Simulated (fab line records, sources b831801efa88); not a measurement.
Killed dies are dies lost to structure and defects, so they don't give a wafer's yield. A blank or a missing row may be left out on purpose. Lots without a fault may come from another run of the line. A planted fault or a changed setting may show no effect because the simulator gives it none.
Chamber matching | flow sfq_line | SFQ_TRILAYER_I2_VIA_BARC_OPEN_VIA_ETCH_096 on rie_diel-03: 3 sister chambers
The step etches BARC in O2, target depth 125 nm, time 41.7 s. 14 wafers are shown with their chamber, then 5 later ones without.

WAFERS WITH THEIR CHAMBER
wafer  | chamber | chamber_pressure_mTorr (mTorr) | bias_w (W) | oes_product_au (a.u.)
L437.3 | 2       | 30.005                         | 80.26      | 0.688
L437.4 | 3       | 29.982                         | 80.05      | 0.683
L437.6 | 0       | 29.981                         | 80.03      | 0.684
L438.2 | 3       | 30.016                         | 79.68      | 0.685
L438.3 | 0       | 30.013                         | 80.32      | 0.678
L438.5 | 0       | 30.026                         | 80.51      | 0.687
L439.1 | 3       | 29.983                         | 79.86      | 0.692
L439.3 | 0       | 29.973                         | 79.36      | 0.686
L439.4 | 2       | 29.995                         | 80.15      | 0.685
L440.2 | 2       | 29.996                         | 79.80      | 0.688
L440.5 | 3       | 30.016                         | 80.06      | 0.683
L440.6 | 2       | 30.034                         | 79.59      | 0.683
L442.1 | 3       | 29.959                         | 80.03      | 0.682
L442.3 | 2       | 29.987                         | 80.17      | 0.679

SIGNATURES (means of the wafers above)
reading                | chamber 0 | chamber 2 | chamber 3 | scatter within a chamber
chamber_pressure_mTorr | 29.99825  | 30.00340  | 29.99120  | 0.0227
bias_w                 | 80.0550   | 79.9940   | 79.9360   | 0.33
oes_product_au         | 0.68375   | 0.68460   | 0.68500   | 0.00395
Rule: a wafer's distance from a chamber is the root of the sum, over the readings, of the square of ((its reading less the chamber's mean) divided by the reading's scatter). The wafer belongs to the nearest chamber; if the next one is less than 2 further off, it can't be placed. The scatter: the root of (the sum of the squares of (reading less its chamber's mean) over the shown wafers, divided by (wafers less chambers)).

WAFERS WITHOUT THEIR CHAMBER
wafer  | chamber_pressure_mTorr (mTorr) | bias_w (W) | oes_product_au (a.u.)
L442.4 | 29.996                         | 79.90      | 0.685
L458.1 | 30.000                         | 79.91      | 0.679
L458.2 | 29.985                         | 79.86      | 0.687
L460.1 | 29.994                         | 79.85      | 0.687
L460.3 | 30.003                         | 80.22      | 0.684

WHICH CHAMBER EACH WENT THROUGH
wafer  | from the rows above          | in truth
L442.4 | can't be placed: 3 or 2 or 0 | 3
L458.1 | can't be placed: 0 or 2 or 3 | 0
L458.2 | can't be placed: 3 or 2 or 0 | 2
L460.1 | can't be placed: 3 or 2 or 0 | 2
L460.3 | can't be placed: 0 or 2 or 3 | 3
Placed correctly: 0 of 5. Can't be placed from these rows: 5 (the true chamber is among the candidates in 5). Placed wrongly: 0.
